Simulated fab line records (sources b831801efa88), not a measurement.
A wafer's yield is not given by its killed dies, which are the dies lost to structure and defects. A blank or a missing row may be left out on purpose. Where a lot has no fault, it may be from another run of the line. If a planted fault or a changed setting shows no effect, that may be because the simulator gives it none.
A struck lot beside a sound one -- flow sky130 -- 14 steps out of a route of 708
Sound: wafers L733.1, L733.4, L733.6. Struck: wafers L739.1, L739.4, L739.5. At the end, the cause is stated.
For every step that has rows: the tool of each side, followed by ch and its chambers, followed by its first start. Under that, the readings that differ: sound wafers -- struck wafers -- difference of the means -- sigmas: that difference in standard deviations of wafers without a fault.
alike: a reading whose means differ by less than 2 such deviations, as well as words and numbers matching on both sides. not compared: withheld readings; readings where some wafer has no value; bounds like >300 that might hide an equal value; numbers whose values overlap and for which the record gives no deviation.
A row with sigmas, a row that says differs or no value, or rows on one side alone: a step with any of these is where the two part. Numbers that have no deviation but don't overlap get no sigmas and don't part them. A reading missing from all wafers of one side parts the sides only when that side holds two or more wafers.

first, 4 steps without rows for these wafers: SKY_LDD_HVP_SOFTBAKE_03 (time 60 s); SKY_LDD_HVP_EXPOSE_04 (exposes mask HVPTM, target cd 700 nm); SKY_LDD_HVP_PEB_05; SKY_LDD_HVP_DEVELOP_06 (develop time 60 s).
SKY_LDD_HVP_OVL_MEAS_07:
  sound on overlay-02 at day 22 21:53; struck on overlay-02 at day 25 09:23
  alike: LDD_HVP_OVL
following that, these wafers have no rows for 1 step: SKY_LDD_HVP_IMPLANT_08.
SKY_LDD_HVP_STRIP_09: strips in O2/N2.
  sound on plasmaAsher-02 ch 1, day 22 22:05; struck on plasmaAsher-03 ch 1, day 25 09:35
  alike: drypumpMotorCurrentA, oesProductAu, stripTimeToEndpointS
  not compared: rfHoursCounterH
SKY_LDD_HVP_TW_MEAS_10:
  sound on filmMetro-02 at day 22 22:11; struck on filmMetro-02 at day 25 09:41
  alike: LDD_HVP_TW
then, 4 steps without rows for these wafers: SKY_LDD_LDN_DEHYDRATE_00 (time 60 s); SKY_LDD_LDN_HMDS_01 (prime time 60 s); SKY_LDD_LDN_COAT_02 (resist thk 1140 nm); SKY_LDD_LDN_SOFTBAKE_03 (time 60 s).
SKY_LDD_LDN_EXPOSE_04: exposes mask LDNTM, target cd 700 nm.
  sound on ilineStepper-01 ch 0, day 23 13:16; struck on ilineStepper-02, day 26 00:31
  no value came back on the struck wafers for exposureDoseMJCm2, focusOffsetNm (nm), sigmaOuter; on the sound wafers exposureDoseMJCm2 reads 140.12 140.18 140.20
  alike: mask
following that, these wafers have no rows for 1 step: SKY_LDD_LDN_PEB_05.

WHERE THEY PART
At SKY_LDD_LDN_EXPOSE_04 and nowhere else, as far as this record goes.

WHY: what had been put in by the simulator
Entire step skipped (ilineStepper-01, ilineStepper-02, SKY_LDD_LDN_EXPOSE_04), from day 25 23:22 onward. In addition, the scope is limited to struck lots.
